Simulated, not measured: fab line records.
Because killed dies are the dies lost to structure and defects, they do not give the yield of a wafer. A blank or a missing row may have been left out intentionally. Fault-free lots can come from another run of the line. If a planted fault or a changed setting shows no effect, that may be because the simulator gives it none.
fab line records ; flow sky130 ; part 1 of 2: steps 1 to 25 of 35
record lots=5; wafers=15; last_day=50
route steps=708 shown VIA3@581 METAL4@598 CAP2M@603
lots with no fault: from the same line, run without faults
start_h: hours from the record's first day to the start of the lot's first wafer shown ; wait_h: time in hours since the lot's previous step ; " repeats the value in the row above ; L1.1+2: a single row standing in for several wafers ; - no value, or no start given ; * or withheld: withheld ; < > ~ a bound
route shown NAME@n: a module of which the file shows steps, and the number in the route of the first ; usual: mean and standard deviation over wafers with no fault ; same: alike in all rows ; chamber/n: place in a boat ; sites: each site's reading ; _std_site: the standard deviation of these ; _edge_site: the outer-site mean with the inner-site mean subtracted ; radius_mm: for every site, how far away it sits from the centre of the wafer ; mask NAME#n: copy n ; behind: the last tool/chamber to shape the wafer ; hold: why the lot went on hold/how many hours it stayed there/how the hold came to an end ; device: which transistor (n, p or np) failed to switch ; end of line: the tests these same wafers got at the end of their route ; a step without rows: its recipe alone ; killed: not the wafer's yield, but the dies lost to structure and defects at the first sort ; map: the dies of a wafer, with x for killed, . for not killed, _ for no die there
set.NAME: setting as actually run; set.NAME@STEP: the setting as run at that earlier step ; model.NAME: the simulator's own value behind a step, which no gauge read
certain route steps with their lots: each step a table, each wafer a row
services: the hour from which a tool's chamber was out of use, counted from the record's first day as start_h (under 0 if before that day), plus the number of hours and why
## steps
# step SKY_VIA3_SOFTBAKE_08
# recipe temp_c=100; time_s=90; resist=KrF-thick
# usual exhaust_pa=45.2/0.88
lot.wafer;tool;chamber;start_h;wait_h;exhaust_pa
L074.3;litho_track-02;0;-;-;45.8
L074.4;litho_track-02;0;-;-;45.7
L074.5;litho_track-02;0;-;-;44.3
L084.2;litho_track-04;0;-;-;45.2
L084.3;litho_track-04;0;-;-;44.2
L084.5;litho_track-04;0;-;-;44.5
L088.1;litho_track-01;0;-;-;45.3
L088.3;litho_track-01;0;-;-;44.9
L088.6;litho_track-01;0;-;-;45.5
L095.2;litho_track-02;0;-;-;46.5
L095.3;litho_track-02;0;-;-;44.5
L095.4;litho_track-02;0;-;-;45.3
L096.1;litho_track-02;0;-;-;45.9
L096.3;litho_track-02;0;-;-;42.6
L096.5;litho_track-02;0;-;-;44.9
# step SKY_VIA3_EXPOSE_09
# recipe mask_id=VIM3; na=0.8; source_shape=annular; sigma_inner=0.55; sigma_outer=0.85; target_cd_nm=200; dose_mj=38
# usual focus_offset_nm=0.0/0.51
lot.wafer;tool;chamber;start_h;wait_h;mask;focus_offset_nm
L074.3;krf_scanner-01;0;-;-;VIM3#0;-0.6
L074.4;krf_scanner-01;0;-;-;VIM3#0;0.2
L074.5;krf_scanner-01;0;-;-;VIM3#0;0.1
L084.2;krf_scanner-01;0;-;-;VIM3#0;-0.3
L084.3;krf_scanner-01;0;-;-;VIM3#0;0.0
L084.5;krf_scanner-01;0;-;-;VIM3#0;-0.1
L088.1;krf_scanner-01;0;-;-;VIM3#0;0.4
L088.3;krf_scanner-01;0;-;-;VIM3#0;0.1
L088.6;krf_scanner-01;0;-;-;VIM3#0;-0.3
L095.2;krf_scanner-01;0;-;-;VIM3#0;0.7
L095.3;krf_scanner-01;0;-;-;VIM3#0;1.0
L095.4;krf_scanner-01;0;-;-;VIM3#0;0.4
L096.1;krf_scanner-02;0;-;-;VIM3#0;-0.1
L096.3;krf_scanner-02;0;-;-;VIM3#0;-0.9
L096.5;krf_scanner-02;0;-;-;VIM3#0;0.1
# step SKY_VIA3_PEB_10
# recipe peb_temp_c=withheld; peb_time_s=withheld; resist=KrF-thick
# usual exhaust_pa=45.0/0.85
lot.wafer;tool;chamber;start_h;wait_h;exhaust_pa
L074.3;litho_track-04;0;-;-;46.0
L074.4;litho_track-04;0;-;-;45.1
L074.5;litho_track-04;0;-;-;45.3
L084.2;litho_track-02;0;-;-;43.5
L084.3;litho_track-02;0;-;-;44.8
L084.5;litho_track-02;0;-;-;44.7
L088.1;litho_track-01;0;-;-;44.0
L088.3;litho_track-01;0;-;-;44.0
L088.6;litho_track-01;0;-;-;44.2
L095.2;litho_track-04;0;-;-;44.2
L095.3;litho_track-04;0;-;-;45.4
L095.4;litho_track-04;0;-;-;43.7
L096.1;litho_track-01;0;-;-;44.1
L096.3;litho_track-01;0;-;-;44.4
L096.5;litho_track-01;0;-;-;46.4
# step SKY_VIA3_DEVELOP_11
# recipe develop_time_s=60; resist=KrF-thick; dev_temp_c=21
# usual exhaust_pa=45.0/0.85
lot.wafer;tool;chamber;start_h;wait_h;exhaust_pa
L074.3;litho_track-04;0;-;-;45.2
L074.4;litho_track-04;0;-;-;44.7
L074.5;litho_track-04;0;-;-;45.7
L084.2;litho_track-02;0;-;-;45.0
L084.3;litho_track-02;0;-;-;44.8
L084.5;litho_track-02;0;-;-;45.3
L088.1;litho_track-01;0;-;-;45.8
L088.3;litho_track-01;0;-;-;45.6
L088.6;litho_track-01;0;-;-;45.2
L095.2;litho_track-04;0;-;-;45.0
L095.3;litho_track-04;0;-;-;45.5
L095.4;litho_track-04;0;-;-;45.4
L096.1;litho_track-01;0;-;-;45.9
L096.3;litho_track-01;0;-;-;45.5
L096.5;litho_track-01;0;-;-;46.9
# step SKY_VIA3_CD_MEAS_12
# recipe target_cd_nm=200
# usual cd_nm=200.5/1.4
lot.wafer;tool;chamber;start_h;wait_h;cd_nm
L074.3;cd_sem-01;-;930.27;-;200.8
L074.4;cd_sem-01;-;930.27;-;200.7
L074.5;cd_sem-01;-;930.27;-;200.0
L084.2;cd_sem-01;-;991.28;-;201.3
L084.3;cd_sem-01;-;991.28;-;202.8
L084.5;cd_sem-01;-;991.28;-;201.1
L088.1;cd_sem-01;-;1021.92;-;202.4
L088.3;cd_sem-01;-;1021.92;-;201.8
L088.6;cd_sem-01;-;1021.92;-;202.1
L095.2;cd_sem-01;-;1065.35;-;201.6
L095.3;cd_sem-01;-;1065.35;-;202.3
L095.4;cd_sem-01;-;1065.35;-;202.7
L096.1;cd_sem-02;-;1070.52;-;201.4
L096.3;cd_sem-02;-;1070.52;-;201.3
L096.5;cd_sem-02;-;1070.52;-;201.4
# step SKY_VIA3_OVL_MEAS_13
# usual VIA3_OVL=-1/5
lot.wafer;tool;chamber;start_h;wait_h;VIA3_OVL[nm]
L074.3;overlay-02;-;930.36;0.1;8
L074.4;overlay-02;-;930.36;0.1;-3
L074.5;overlay-02;-;930.36;0.1;7
L084.2;overlay-02;-;991.38;0.1;-1
L084.3;overlay-02;-;991.38;0.1;1
L084.5;overlay-02;-;991.38;0.1;1
L088.1;overlay-01;-;1022.04;0.1;5
L088.3;overlay-01;-;1022.04;0.1;2
L088.6;overlay-01;-;1022.04;0.1;7
L095.2;overlay-02;-;1065.45;0.1;-3
L095.3;overlay-02;-;1065.45;0.1;0
L095.4;overlay-02;-;1065.45;0.1;-7
L096.1;overlay-02;-;1070.64;0.1;-6
L096.3;overlay-02;-;1070.64;0.1;2
L096.5;overlay-02;-;1070.64;0.1;-8
# step SKY_VIA3_ETCH_14
# recipe chemistry=N2/H2; target=BARC; ion_energy_ev=200; source_w=500; bias_w=100; pressure_mtorr=30; n2_flow_sccm=100; h2_flow_sccm=200; stop_on=SiO2; time_s=45.9; target_depth_a=600
# usual drypump_motor_current_A=5.71/0.29; h2_flow_sccm=200.0/0.61; oes_product_au=0.854/0.005; throttle_valve_pct=13.225/0.009
lot.wafer;tool;chamber;start_h;wait_h;drypump_motor_current_A;h2_flow_sccm;oes_product_au;rf_hours_counter_h;throttle_valve_pct
L074.3;rie_diel-02;3;930.40;0.0;5.16;199.7;0.844;-;13.229
L074.4;rie_diel-02;1;930.40;0.0;5.92;200.2;0.849;-;13.222
L074.5;rie_diel-02;1;930.40;0.0;5.95;199.6;0.861;-;13.225
L084.2;rie_diel-03;2;991.41;0.0;5.43;200.1;0.854;23;13.243
L084.3;rie_diel-03;3;991.41;0.0;5.61;199.7;0.856;11;13.224
L084.5;rie_diel-03;3;991.41;0.0;5.60;199.7;0.851;-;13.218
L088.1;rie_diel-02;1;1022.08;0.0;5.94;199.9;0.857;15;13.227
L088.3;rie_diel-02;2;1022.08;0.0;5.49;200.4;0.857;14;13.214
L088.6;rie_diel-02;3;1022.08;0.0;5.15;200.6;0.855;-;13.210
L095.2;rie_diel-03;3;1065.48;0.0;5.61;201.1;0.860;13;13.224
L095.3;rie_diel-03;2;1065.48;0.0;5.43;200.0;0.854;26;13.225
L095.4;rie_diel-03;1;1065.48;0.0;6.02;199.8;0.854;8;13.238
L096.1;rie_diel-02;3;1070.68;0.0;5.16;200.4;0.857;7;13.244
L096.3;rie_diel-02;1;1070.68;0.0;5.94;199.4;0.849;17;13.224
L096.5;rie_diel-02;2;1070.68;0.0;5.48;200.2;0.851;-;13.227
# step SKY_VIA3_ETCH_15
# recipe target=SiO2; chemistry=C4F8/O2/Ar; target_depth_nm=507; stop_on=TiN; mask_material=KrF-thick; source_w=1500; bias_w=1218; pressure_mtorr=40; c4f8_flow_sccm=withheld; O2_flow_sccm=6; Ar_flow_sccm=300; time_s=78
# usual oes_product_au=0.946/0.0051
lot.wafer;tool;chamber;start_h;wait_h;oes_product_au;rf_hours_counter_h
L074.3;rie_diel-02;3;930.47;0.1;0.952;-
L074.4;rie_diel-02;1;930.47;0.1;0.945;-
L074.5;rie_diel-02;1;930.47;0.1;0.944;-
L084.2;rie_diel-03;2;991.45;0.0;0.947;23
L084.3;rie_diel-03;3;991.45;0.0;0.938;11
L084.5;rie_diel-03;3;991.45;0.0;0.947;-
L088.1;rie_diel-02;1;1022.12;0.0;0.951;15
L088.3;rie_diel-02;2;1022.12;0.0;0.946;14
L088.6;rie_diel-02;3;1022.12;0.0;0.942;-
L095.2;rie_diel-03;3;1065.52;0.0;0.951;14
L095.3;rie_diel-03;2;1065.52;0.0;0.939;26
L095.4;rie_diel-03;1;1065.52;0.0;0.947;8
L096.1;rie_diel-02;3;1070.72;0.0;0.950;7
L096.3;rie_diel-02;1;1070.72;0.0;0.944;17
L096.5;rie_diel-02;2;1070.72;0.0;0.950;-
# step SKY_VIA3_STRIP_16
# recipe chemistry=O2/N2; power_w=1400; pressure_mtorr=1500; platen_temp_c=withheld; o2_flow_sccm=3000; n2_flow_sccm=300; overash_fraction=0.5
# usual drypump_motor_current_A=5.6/0.46; oes_product_au=0.402/0.005; strip_time_to_endpoint_s=4.115/0.028
lot.wafer;tool;chamber;start_h;wait_h;drypump_motor_current_A;oes_product_au;rf_hours_counter_h;strip_time_to_endpoint_s
L074.3;plasma_asher-01;0;930.57;0.1;6.0;0.413;-;4.151
L074.4;plasma_asher-01;1;930.57;0.1;5.7;0.407;-;4.122
L074.5;plasma_asher-01;1;930.57;0.1;5.7;0.403;-;4.137
L084.2;plasma_asher-02;0;991.51;0.0;6.1;0.402;55;4.108
L084.3;plasma_asher-02;0;991.51;0.0;6.1;0.400;-;4.140
L084.5;plasma_asher-02;1;991.51;0.0;5.5;0.397;-;4.145
L088.1;plasma_asher-03;0;1022.18;0.0;4.8;0.398;89;4.143
L088.3;plasma_asher-03;0;1022.18;0.0;4.8;0.404;-;4.102
L088.6;plasma_asher-03;1;1022.18;0.0;5.0;0.398;-;4.122
L095.2;plasma_asher-01;0;1065.58;0.0;6.0;0.399;0;4.115
L095.3;plasma_asher-01;1;1065.58;0.0;5.8;0.397;-;4.114
L095.4;plasma_asher-01;0;1065.58;0.0;6.0;0.398;-;4.126
L096.1;plasma_asher-02;0;1070.78;0.0;6.1;0.406;63;4.129
L096.3;plasma_asher-02;0;1070.78;0.0;6.1;0.399;-;4.132
L096.5;plasma_asher-02;0;1070.78;0.0;6.1;0.402;-;4.136
# step SKY_VIA3_STRIP_17
# recipe chemistry=post_etch_residue_remover; time_s=1200; temp_c=72.5
lot.wafer;tool;chamber;start_h;wait_h
L074.3+4+5;wet_bench-01;3;930.63;0.0
L084.2+3+5;wet_bench-02;1;991.61;0.1
L088.1+3+6;wet_bench-04;0;1022.28;0.1
L095.2+3+4;wet_bench-02;1;1065.68;0.1
L096.1+3+5;wet_bench-02;0;1070.88;0.1
# step SKY_VIA3_CLEAN_18
# recipe chemistry=IPA; time_s=180; temp_c=25
lot.wafer;tool;chamber;start_h;wait_h
L074.3+4+5;wet_bench-04;1;930.98;0.0
L084.2+3+5;wet_bench-04;1;991.99;0.0
L088.1+3+6;wet_bench-01;3;1022.62;0.0
L095.2+3+4;wet_bench-01;2;1066.03;0.0
L096.1+3+5;wet_bench-04;1;1071.22;0.0
# step SKY_VIA3_CLEAN_19
# recipe chemistry=O3/DIW; dry=n2_spin
lot.wafer;tool;chamber;start_h;wait_h
L074.3+4+5;wet_bench-02;1;931.03;0.0
L084.2+3+5;wet_bench-01;3;992.05;0.0
L088.1+3+6;wet_bench-04;3;1022.68;0.0
L095.2+3+4;wet_bench-04;1;1066.09;0.0
L096.1+3+5;wet_bench-01;1;1071.29;0.0
# step SKY_VIA3_SPUTTER_20
# recipe material=TiN; target_thk_nm=20; chamber_pressure_pa=5; power_w=4000; time_s=80
# usual throttle_valve_pct=30.7/1.5
lot.wafer;tool;chamber;start_h;wait_h;throttle_valve_pct
L074.3;pvd_sputter-01;-;931.13;0.0;32.8
L074.4;pvd_sputter-01;-;931.13;0.0;29.5
L074.5;pvd_sputter-01;-;931.13;0.0;30.0
L084.2;pvd_sputter-01;-;992.14;0.0;32.5
L084.3;pvd_sputter-01;-;992.14;0.0;29.2
L084.5;pvd_sputter-01;-;992.14;0.0;29.4
L088.1;pvd_sputter-04;-;1022.78;0.0;29.3
L088.3;pvd_sputter-04;-;1022.78;0.0;30.9
L088.6;pvd_sputter-04;-;1022.78;0.0;29.0
L095.2;pvd_sputter-01;-;1066.29;0.0;33.0
L095.3;pvd_sputter-01;-;1066.29;0.0;29.5
L095.4;pvd_sputter-01;-;1066.29;0.0;30.0
L096.1;pvd_sputter-04;-;1071.38;0.0;30.5
L096.3;pvd_sputter-04;-;1071.38;0.0;29.2
L096.5;pvd_sputter-04;-;1071.38;0.0;29.3
# step SKY_VIA3_CVD_21
# recipe material=W; target_thk_nm=390; time_s=117.31; temp_c=400; pressure_torr=40
# usual chamber_pressure_Torr=40.00/0.11; heater_power_w=869/100
lot.wafer;tool;chamber;start_h;wait_h;chamber_pressure_Torr;heater_power_w
L074.3;cvd_w-01;1;931.23;0.1;40.02;1006
L074.4;cvd_w-01;0;931.23;0.1;40.25;830
L074.5;cvd_w-01;1;931.23;0.1;40.09;954
L084.2;cvd_w-01;0;992.20;0.0;40.11;852
L084.3;cvd_w-01;1;992.20;0.0;39.90;1008
L084.5;cvd_w-01;1;992.20;0.0;39.94;988
L088.1;cvd_w-02;1;1022.84;0.0;39.98;912
L088.3;cvd_w-02;1;1022.84;0.0;40.12;909
L088.6;cvd_w-02;1;1022.84;0.0;40.06;910
L095.2;cvd_w-01;1;1066.35;0.0;40.01;991
L095.3;cvd_w-01;0;1066.35;0.0;39.94;820
L095.4;cvd_w-01;1;1066.35;0.0;40.05;1000
L096.1;cvd_w-02;1;1071.44;0.0;40.05;901
L096.3;cvd_w-02;0;1071.44;0.0;39.88;709
L096.5;cvd_w-02;0;1071.44;0.0;39.98;698
# step SKY_VIA3_RS_MEAS_22
# recipe thk_meas_gauge=four-point-probe; reads=W_of_VIA3_CVD_21+TiN_of_VIA3_SPUTTER_20
# usual VIA3_W_RS=0.2964/0.003
lot.wafer;tool;chamber;start_h;wait_h;VIA3_W_RS[ohm/sq]
L074.3;film_metro-01;-;931.35;0.1;0.3005
L074.4;film_metro-01;-;931.35;0.1;0.2971
L074.5;film_metro-01;-;931.35;0.1;0.2976
L084.2;film_metro-01;-;992.34;0.1;0.2941
L084.3;film_metro-01;-;992.34;0.1;0.2927
L084.5;film_metro-01;-;992.34;0.1;0.2931
L088.1;film_metro-02;-;1022.96;0.1;0.2932
L088.3;film_metro-02;-;1022.96;0.1;0.2949
L088.6;film_metro-02;-;1022.96;0.1;0.2959
L095.2;film_metro-02;-;1066.49;0.1;0.2920
L095.3;film_metro-02;-;1066.49;0.1;0.2942
L095.4;film_metro-02;-;1066.49;0.1;0.2924
L096.1;film_metro-03;-;1071.56;0.1;0.2967
L096.3;film_metro-03;-;1071.56;0.1;0.2992
L096.5;film_metro-03;-;1071.56;0.1;0.2963
# step SKY_VIA3_THK_MEAS_23
# recipe thk_meas_gauge=xrf; reads=W_of_VIA3_CVD_21
# usual VIA3_W_THK=385/5.2
lot.wafer;tool;chamber;start_h;wait_h;VIA3_W_THK[nm]
L074.3;film_metro-01;-;931.45;0.1;388
L074.4;film_metro-01;-;931.45;0.1;392
L074.5;film_metro-01;-;931.45;0.1;393
L084.2;film_metro-01;-;992.45;0.1;394
L084.3;film_metro-01;-;992.45;0.1;394
L084.5;film_metro-01;-;992.45;0.1;396
L088.1;film_metro-02;-;1023.08;0.1;384
L088.3;film_metro-02;-;1023.08;0.1;386
L088.6;film_metro-02;-;1023.08;0.1;383
L095.2;film_metro-02;-;1066.60;0.1;393
L095.3;film_metro-02;-;1066.60;0.1;390
L095.4;film_metro-02;-;1066.60;0.1;389
L096.1;film_metro-03;-;1071.68;0.1;379
L096.3;film_metro-03;-;1071.68;0.1;378
L096.5;film_metro-03;-;1071.68;0.1;383
# step SKY_VIA3_CMP_24
# recipe stop_on=SiO2; t_overpolish_s=20; down_force_psi=3.5; platen_rpm=60; target_thk_nm=0; pad_velocity_m_s=0.94248
# usual motor_current_A=11.8/0.99; overpolish_run_s=19.999/0.0094; slurry_filter_dp_kPa=13.51/0.13; time_to_endpoint_s=94/4.6
lot.wafer;tool;chamber;start_h;wait_h;motor_current_A;overpolish_run_s;slurry_filter_dp_kPa;time_to_endpoint_s
L074.4;cmp-01;1;931.54;0.1;11.3;19.993;13.51;95
L074.3;cmp-01;3;931.54;0.1;11.0;19.997;13.60;94
L074.5;cmp-01;1;931.54;0.1;11.5;19.997;13.37;93
L084.3;cmp-02;3;992.55;0.1;12.4;19.994;13.53;102
L084.2;cmp-02;0;992.55;0.1;11.2;20.005;13.61;97
L084.5;cmp-02;3;992.55;0.1;12.6;19.995;13.55;101
L088.1;cmp-02;2;1023.24;0.1;12.0;19.990;13.58;88
L088.3;cmp-02;3;1023.24;0.1;12.7;19.990;13.49;99
L088.6;cmp-02;1;1023.24;0.1;12.2;19.999;13.44;88
L095.4;cmp-02;2;1066.65;0.0;11.7;20.003;13.45;88
L095.2;cmp-02;0;1066.65;0.0;11.2;20.008;13.45;92
L095.3;cmp-02;1;1066.65;0.0;12.0;19.990;13.59;92
L096.1;cmp-02;2;1071.84;0.1;11.9;19.993;13.53;86
L096.3;cmp-02;3;1071.84;0.1;12.6;19.987;13.30;95
L096.5;cmp-02;0;1071.84;0.1;10.9;20.008;13.99;90
# step SKY_METAL4_SPUTTER_00
# recipe material=Ti; target_thk_nm=15; power_w=3000; time_s=10; chamber_pressure_pa=0.4
# usual throttle_valve_pct=30.4/1.2
lot.wafer;tool;chamber;start_h;wait_h;throttle_valve_pct
L074.3;pvd_sputter-03;-;931.79;0.1;29.4
L074.4;pvd_sputter-03;-;931.79;0.1;29.0
L074.5;pvd_sputter-03;-;931.79;0.1;29.6
L084.2;pvd_sputter-04;-;992.80;0.1;29.3
L084.3;pvd_sputter-04;-;992.80;0.1;29.4
L084.5;pvd_sputter-04;-;992.80;0.1;29.6
L088.1;pvd_sputter-03;-;1023.44;0.1;29.4
L088.3;pvd_sputter-03;-;1023.44;0.1;31.6
L088.6;pvd_sputter-03;-;1023.44;0.1;30.7
L095.2;pvd_sputter-04;-;1066.95;0.1;29.3
L095.3;pvd_sputter-04;-;1066.95;0.1;30.7
L095.4;pvd_sputter-04;-;1066.95;0.1;31.2
L096.1;pvd_sputter-01;-;1072.04;0.1;32.4
L096.3;pvd_sputter-01;-;1072.04;0.1;29.4
L096.5;pvd_sputter-01;-;1072.04;0.1;29.6
# step SKY_METAL4_SPUTTER_01
# recipe material=TiN; target_thk_nm=20; power_w=6500; time_s=16.7; chamber_pressure_pa=0.4
# usual throttle_valve_pct=30.4/1.2
lot.wafer;tool;chamber;start_h;wait_h;throttle_valve_pct
L074.3;pvd_sputter-03;-;931.81;0.0;29.0
L074.4;pvd_sputter-03;-;931.81;0.0;29.2
L074.5;pvd_sputter-03;-;931.81;0.0;29.2
L084.2;pvd_sputter-04;-;992.82;0.0;29.0
L084.3;pvd_sputter-04;-;992.82;0.0;29.6
L084.5;pvd_sputter-04;-;992.82;0.0;29.2
L088.1;pvd_sputter-03;-;1023.46;0.0;29.5
L088.3;pvd_sputter-03;-;1023.46;0.0;31.7
L088.6;pvd_sputter-03;-;1023.46;0.0;30.7
L095.2;pvd_sputter-04;-;1066.98;0.0;29.3
L095.3;pvd_sputter-04;-;1066.98;0.0;30.7
L095.4;pvd_sputter-04;-;1066.98;0.0;31.1
L096.1;pvd_sputter-01;-;1072.06;0.0;32.4
L096.3;pvd_sputter-01;-;1072.06;0.0;29.3
L096.5;pvd_sputter-01;-;1072.06;0.0;29.2
# step SKY_METAL4_SPUTTER_02
# recipe material=AlCu; target_thk_nm=735; power_w=10600; time_s=39.1; chamber_pressure_pa=0.4
# usual throttle_valve_pct=30.4/1.2
lot.wafer;tool;chamber;start_h;wait_h;throttle_valve_pct
L074.3;pvd_sputter-03;-;931.84;0.0;29.2
L074.4;pvd_sputter-03;-;931.84;0.0;29.4
L074.5;pvd_sputter-03;-;931.84;0.0;29.2
L084.2;pvd_sputter-04;-;992.85;0.0;29.1
L084.3;pvd_sputter-04;-;992.85;0.0;29.3
L084.5;pvd_sputter-04;-;992.85;0.0;29.2
L088.1;pvd_sputter-03;-;1023.49;0.0;29.6
L088.3;pvd_sputter-03;-;1023.49;0.0;31.5
L088.6;pvd_sputter-03;-;1023.49;0.0;30.8
L095.2;pvd_sputter-04;-;1067.00;0.0;29.0
L095.3;pvd_sputter-04;-;1067.00;0.0;31.0
L095.4;pvd_sputter-04;-;1067.00;0.0;31.0
L096.1;pvd_sputter-01;-;1072.09;0.0;32.2
L096.3;pvd_sputter-01;-;1072.09;0.0;29.3
L096.5;pvd_sputter-01;-;1072.09;0.0;29.3
# step SKY_METAL4_SPUTTER_03
# recipe material=Ti; target_thk_nm=5; power_w=3000; time_s=3.3; chamber_pressure_pa=0.4
# usual throttle_valve_pct=30.4/1.2
lot.wafer;tool;chamber;start_h;wait_h;throttle_valve_pct
L074.3;pvd_sputter-03;-;931.88;0.0;29.4
L074.4;pvd_sputter-03;-;931.88;0.0;29.2
L074.5;pvd_sputter-03;-;931.88;0.0;29.2
L084.2;pvd_sputter-04;-;992.89;0.0;29.1
L084.3;pvd_sputter-04;-;992.89;0.0;29.1
L084.5;pvd_sputter-04;-;992.89;0.0;29.3
L088.1;pvd_sputter-03;-;1023.53;0.0;29.6
L088.3;pvd_sputter-03;-;1023.53;0.0;31.6
L088.6;pvd_sputter-03;-;1023.53;0.0;30.8
L095.2;pvd_sputter-04;-;1067.04;0.0;29.1
L095.3;pvd_sputter-04;-;1067.04;0.0;30.7
L095.4;pvd_sputter-04;-;1067.04;0.0;31.4
L096.1;pvd_sputter-01;-;1072.13;0.0;32.4
L096.3;pvd_sputter-01;-;1072.13;0.0;29.4
L096.5;pvd_sputter-01;-;1072.13;0.0;29.1
# step SKY_METAL4_SPUTTER_04
# recipe material=TiN; target_thk_nm=70; power_w=6500; time_s=58.3; chamber_pressure_pa=0.4
# usual throttle_valve_pct=30.4/1.2
lot.wafer;tool;chamber;start_h;wait_h;throttle_valve_pct
L074.3;pvd_sputter-03;-;931.90;0.0;29.5
L074.4;pvd_sputter-03;-;931.90;0.0;29.0
L074.5;pvd_sputter-03;-;931.90;0.0;29.3
L084.2;pvd_sputter-04;-;992.91;0.0;29.3
L084.3;pvd_sputter-04;-;992.91;0.0;29.2
L084.5;pvd_sputter-04;-;992.91;0.0;29.2
L088.1;pvd_sputter-03;-;1023.55;0.0;29.5
L088.3;pvd_sputter-03;-;1023.55;0.0;31.8
L088.6;pvd_sputter-03;-;1023.55;0.0;30.7
L095.2;pvd_sputter-04;-;1067.06;0.0;29.5
L095.3;pvd_sputter-04;-;1067.06;0.0;30.6
L095.4;pvd_sputter-04;-;1067.06;0.0;30.9
L096.1;pvd_sputter-01;-;1072.15;0.0;32.4
L096.3;pvd_sputter-01;-;1072.15;0.0;29.3
L096.5;pvd_sputter-01;-;1072.15;0.0;29.3
# step SKY_CAP2M_CVD_00
# recipe material=SiO2; target_thk_nm=15.5; temp_c=400; time_s=withheld; rf_w=450
# usual heater_power_w=748/71
lot.wafer;tool;chamber;start_h;wait_h;heater_power_w
L074.3;pecvd-04;2;931.96;0.0;605
L074.4;pecvd-04;1;931.96;0.0;728
L074.5;pecvd-04;2;931.96;0.0;602
L084.2;pecvd-04;2;992.95;0.0;689
L084.3;pecvd-04;0;992.95;0.0;697
L084.5;pecvd-04;0;992.95;0.0;681
L088.1;pecvd-02;0;1023.59;0.0;829
L088.3;pecvd-02;2;1023.59;0.0;767
L088.6;pecvd-02;0;1023.59;0.0;820
L095.2;pecvd-01;0;1067.11;0.0;793
L095.3;pecvd-01;2;1067.11;0.0;709
L095.4;pecvd-01;2;1067.11;0.0;697
L096.1;pecvd-04;2;1072.19;0.0;685
L096.3;pecvd-04;0;1072.19;0.0;625
L096.5;pecvd-04;1;1072.19;0.0;691
# step SKY_CAP2M_THK_MEAS_01
# recipe reads=SiO2_of_CAP2M_CVD_00
# usual CAP2M_CVD_00_THK=15.39/0.26
lot.wafer;tool;chamber;start_h;wait_h;CAP2M_CVD_00_THK[nm]
L074.3;film_metro-03;-;932.00;-;15.74
L074.4;film_metro-03;-;932.00;-;15.95
L074.5;film_metro-03;-;932.00;-;15.61
L084.2;film_metro-02;-;992.99;-;15.02
L084.3;film_metro-02;-;992.99;-;15.55
L084.5;film_metro-02;-;992.99;-;15.41
L088.1;film_metro-03;-;1023.62;-;15.21
L088.3;film_metro-03;-;1023.62;-;15.62
L088.6;film_metro-03;-;1023.62;-;15.60
L095.2;film_metro-02;-;1067.14;-;15.15
L095.3;film_metro-02;-;1067.14;-;15.26
L095.4;film_metro-02;-;1067.14;-;15.53
L096.1;film_metro-04;-;1072.22;-;15.17
L096.3;film_metro-04;-;1072.22;-;15.33
L096.5;film_metro-04;-;1072.22;-;15.54
# step SKY_CAP2M_SPUTTER_02
# recipe material=TiN; target_thk_nm=200; temp_c=300; power_w=6500; time_s=166.7; chamber_pressure_pa=0.4
# usual throttle_valve_pct=30.4/1.4
lot.wafer;tool;chamber;start_h;wait_h;throttle_valve_pct
L074.3;pvd_sputter-02;-;932.04;0.0;32.0
L074.4;pvd_sputter-02;-;932.04;0.0;30.0
L074.5;pvd_sputter-02;-;932.04;0.0;29.5
L084.2;pvd_sputter-02;-;993.04;0.0;32.1
L084.3;pvd_sputter-02;-;993.04;0.0;30.0
L084.5;pvd_sputter-02;-;993.04;0.0;28.9
L088.1;pvd_sputter-02;-;1023.68;0.1;32.4
L088.3;pvd_sputter-02;-;1023.68;0.1;30.2
L088.6;pvd_sputter-02;-;1023.68;0.1;32.6
L095.2;pvd_sputter-01;-;1067.19;0.0;29.9
L095.3;pvd_sputter-01;-;1067.19;0.0;29.3
L095.4;pvd_sputter-01;-;1067.19;0.0;32.6
L096.1;pvd_sputter-03;-;1072.28;0.1;29.0
L096.3;pvd_sputter-03;-;1072.28;0.1;31.5
L096.5;pvd_sputter-03;-;1072.28;0.1;31.8
